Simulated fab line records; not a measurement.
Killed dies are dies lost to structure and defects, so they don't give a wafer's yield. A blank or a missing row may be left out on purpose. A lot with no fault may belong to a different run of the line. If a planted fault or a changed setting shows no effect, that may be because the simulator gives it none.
Struck lot and sound lot, side by side || flow sky130 || 14 steps out of a route of 708
Sound: the wafers L265.2, L265.5, L265.6. Wafers struck: L277.3, L277.4, L277.5. Last of all comes the cause.
Per side, at each step with rows, come the tool, then ch with its chambers, and then its first start. Under that, the readings that differ: sound wafers || struck wafers || difference of the means || sigmas: that difference in standard deviations of wafers without a fault.
alike: same words and numbers on both sides, and readings whose means sit less than 2 such deviations apart. not compared: any withheld reading, any reading some wafer has no value for, any bound like >300 that may hide the same value, and any number with overlapping values for which the record gives no deviation.
Wherever a step has rows on one side only, a row that says differs or no value, or a row with sigmas, the two part there. When numbers do not overlap yet have no deviation, they are printed without sigmas and do not part them. A reading that every wafer of one side lacks parts them only if that side has two wafers or more.

first, 5 steps without rows for these wafers: SKY_SD_N_COAT_02 (resist thk 1140 nm); SKY_SD_N_SOFTBAKE_03 (time 60 s); SKY_SD_N_EXPOSE_04 (exposes mask NSDM, target cd 380 nm); SKY_SD_N_PEB_05; SKY_SD_N_DEVELOP_06 (develop time 60 s).
SKY_SD_N_CD_MEAS_07 targets a cd of 380 nm.
  sound on cd_sem-01, day 28 04:34; struck on cd_sem-01, day 32 07:31
  alike: cd_nm
SKY_SD_N_OVL_MEAS_08:
  sound on overlay-01, day 28 04:40; struck on overlay-01, day 32 07:37
  alike: SD_N_OVL
then, 2 steps without rows for these wafers: SKY_SD_N_IMPLANT_09; SKY_SD_N_IMPLANT_10.
SKY_SD_N_STRIP_11: strips in O2/N2.
  sound on plasma_asher-03 ch 0,1, day 28 04:59; struck on plasma_asher-01 ch 0,1, day 32 07:58
  alike: drypump_motor_current_A, n2_flow_sccm, oes_product_au, strip_time_to_endpoint_s
  not compared: rf_hours_counter_h
SKY_SD_N_TW_MEAS_12:
  sound on film_metro-01, day 28 05:06; struck on film_metro-02, day 32 08:04
  alike: SD_N_TW
then, 1 step without rows for these wafers: SKY_SD_N_CLEAN_13 (cleans in SC1/SC2, time 150 s).
SKY_SD_N_RTA_14: time 2 s.
  sound on rtp_anneal-01 ch 0, day 28 05:13; struck on rtp_anneal-01 ch 0, day 32 08:10
{"reading": "ramp_down_c_per_s", "sound": "89.976 90.027 90.004", "struck": "35.990 36.006 36.017", "difference": -53.998, "sigmas": "-99 or more"}
  alike: lamp_power_pct, wafer_temp_C_max
-- a jump in the record: the struck wafers' starts before and after are 17 days apart (it breaks off in module SD_N and resumes in module PAD_OPEN, where the first step shown is number 708 of the route) --
SKY_PAD_OPEN_PROBE_99:
  the record has rows for the struck wafers here (prober-02, day 48 21:11) and none for the sound ones

== WHERE THEY PART ==
At SKY_SD_N_RTA_14 first; at SKY_PAD_OPEN_PROBE_99 last (within this record only).

WHY: what the simulator had put in
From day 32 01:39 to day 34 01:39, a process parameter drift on rtp_anneal-01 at SKY_SD_N_RTA_14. Setting ramp_down_c_per_s shifted by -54 from 90. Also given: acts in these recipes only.
